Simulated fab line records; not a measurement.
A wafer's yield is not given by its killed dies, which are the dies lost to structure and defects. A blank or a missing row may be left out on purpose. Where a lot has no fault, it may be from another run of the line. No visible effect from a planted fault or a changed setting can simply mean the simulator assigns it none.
A lot that was struck, set against a sound lot || flow sky130 || 24 steps out of a route of 708
Sound: wafers L980.2, L980.5, L980.6. Wafers L994.3, L994.5, L994.6 were the ones struck. The cause is named last.
At each step with rows: each side's tool, then ch and its chambers, then its first start. Under that, the readings that differ: sound wafers || struck wafers || difference of the means || sigmas: that difference in standard deviations of wafers without a fault.
alike: same words and numbers on both sides, and readings whose means sit less than 2 such deviations apart. not compared: any withheld reading, any reading some wafer has no value for, any bound like >300 that may hide the same value, and any number with overlapping values for which the record gives no deviation.
Wherever a step has rows on one side only, a row that says differs or no value, or a row with sigmas, the two part there. Non-overlapping numbers with no deviation appear without sigmas and do not part them. A reading that every wafer of one side lacks parts them only if that side has two wafers or more.

SKY_METAL1_METAL_ETCH_19: etches the open film in Cl2/BCl3, stops on SiO2, target depth 360 nm, time 78 s.
  sound on rieMetal-03 ch 0,1, day 32 18:49; struck on rieMetal-04 ch 0,1, day 37 06:54
  alike: drypumpMotorCurrentA, oesProductAu, throttleValvePct
  not compared: rfHoursCounterH
SKY_METAL1_STRIP_20: strips in O2/N2.
  sound on plasmaAsher-01 ch 0,1, day 32 18:55; struck on plasmaAsher-03 ch 0,1, day 37 06:59
{"reading": "stripTimeToEndpointS (s)", "sound": "2.65 2.69 2.59", "struck": "2.84 2.75 2.82", "difference": "+0.16", "sigmas": "+2"}
  alike: drypumpMotorCurrentA, oesProductAu
  not compared: rfHoursCounterH
then, 4 steps without rows for these wafers: SKY_METAL1_STRIP_21 (strips in post etch residue remover, time 1200 s); SKY_METAL1_CLEAN_22 (cleans in IPA, time 180 s); SKY_METAL1_CLEAN_23 (cleans in O3/DIW); SKY_VIA1_HDPCVD_00 (deposits SiO2, target thk 1030 nm, time 171.7 s).
SKY_VIA1_THK_MEAS_01:
  sound on filmMetro-03 at day 32 19:37; struck on filmMetro-03 at day 37 07:48
  alike: VIA1_HDPCVD_THK
SKY_VIA1_CMP_02: polishes SiO2.
  sound on cmp-01 ch 0,3, day 32 19:40; struck on cmp-01 ch 0,2,3, day 37 07:56
  alike: motorCurrentA, retainingRingPressureFrac
SKY_VIA1_BOW_MEAS_03:
  sound on filmMetro-01 at day 32 19:59; struck on filmMetro-01 at day 37 08:11
  alike: VIA1_BOW
then, 3 steps without rows for these wafers: SKY_VIA1_DEHYDRATE_04 (time 60 s); SKY_VIA1_HMDS_05 (prime time 60 s); SKY_VIA1_COAT_06 (resist thk 60 nm).
SKY_VIA1_COAT_07: resist thk 450 nm.
  sound on lithoTrack-03 ch 0, day 33 09:00; struck on lithoTrack-03 ch 0, day 37 20:00
{"reading": "model.KrF-thick_of_VIA1_COAT_07.thkNm (nm)", "sound": "453.5 451.9 454", "struck": "422.9 422.8 423", "difference": -30.2, "sigmas": ""}
then, 4 steps without rows for these wafers: SKY_VIA1_SOFTBAKE_08 (time 90 s); SKY_VIA1_EXPOSE_09 (exposes mask VIM, target cd 150 nm); SKY_VIA1_PEB_10; SKY_VIA1_DEVELOP_11 (develop time 60 s).
SKY_VIA1_CD_MEAS_12: target cd 150 nm.
  sound on cdSem-01 at day 33 23:01; struck on cdSem-02 at day 38 09:58
  alike: cdNm
SKY_VIA1_OVL_MEAS_13:
  sound on overlay-01 at day 33 23:07; struck on overlay-02 at day 38 10:03
  alike: VIA1_OVL
SKY_VIA1_ETCH_14: etches BARC in N2/H2, stops on SiO2, time 45.9 s, target depth 60 nm.
  sound on rieDiel-01 ch 1,2,3, day 33 23:08; struck on rieDiel-04 ch 0,1, day 38 10:04
  alike: drypumpMotorCurrentA, oesProductAu, throttleValvePct
  not compared: rfHoursCounterH
SKY_VIA1_ETCH_15: etches SiO2 in C4F8/O2/Ar, stops on TiN, target depth 351 nm, time 54 s.
  sound on rieDiel-01 ch 1,2,3, day 33 23:11; struck on rieDiel-04 ch 0,1, day 38 10:07
{"reading": "model.KrF-thick_of_VIA1_COAT_07.thkNm (nm)", "sound": "326.1 327.4 323.4", "struck": "298.3 293.9 297.7", "difference": -29.0, "sigmas": ""}
  alike: oesProductAu
SKY_VIA1_STRIP_16: strips in O2/N2.
  sound on plasmaAsher-04 ch 0,1, day 33 23:14; struck on plasmaAsher-04 ch 0,1, day 38 10:11
{"reading": "oesProductAu (a.u.)", "sound": "0.422 0.420 0.414", "struck": "0.406 0.398 0.415", "difference": -0.012, "sigmas": -3}
{"reading": "stripTimeToEndpointS (s)", "sound": "4.50 4.49 4.47", "struck": "4.20 4.17 4.21", "difference": -0.29, "sigmas": -9}
  alike: drypumpMotorCurrentA
  not compared: rfHoursCounterH
then, 1 step without rows for these wafers: SKY_VIA1_STRIP_17 (strips in post etch residue remover, time 1200 s).
-- the record jumps here: 11 days lie between the struck wafers' starts before and after (it left off in module VIA1 and takes up again in module PAD_OPEN, whose first step shown is number 708 of the route) --
SKY_PAD_OPEN_PROBE_99:
  sound on prober-02 at day 45 21:04; struck on prober-01 at day 49 08:13
  alike: defectLimitedYield, killed_at_M0_to_M3, killed_at_M4_up, killedAtContacts, killedAtFrontEnd, killedAtOther, killedDies, killedOpen, killedShort, sort_bin_3_pad_short, sort_bin_5_function, sort_bin_6_memory, sortNPass, sortYieldPct

## WHERE THEY PART
Last at SKY_VIA1_STRIP_16 as far as this record goes, first at SKY_METAL1_STRIP_20. Later steps at which nothing parts them and some readings are alike: SKY_PAD_OPEN_PROBE_99.

WHY: what the simulator had put in
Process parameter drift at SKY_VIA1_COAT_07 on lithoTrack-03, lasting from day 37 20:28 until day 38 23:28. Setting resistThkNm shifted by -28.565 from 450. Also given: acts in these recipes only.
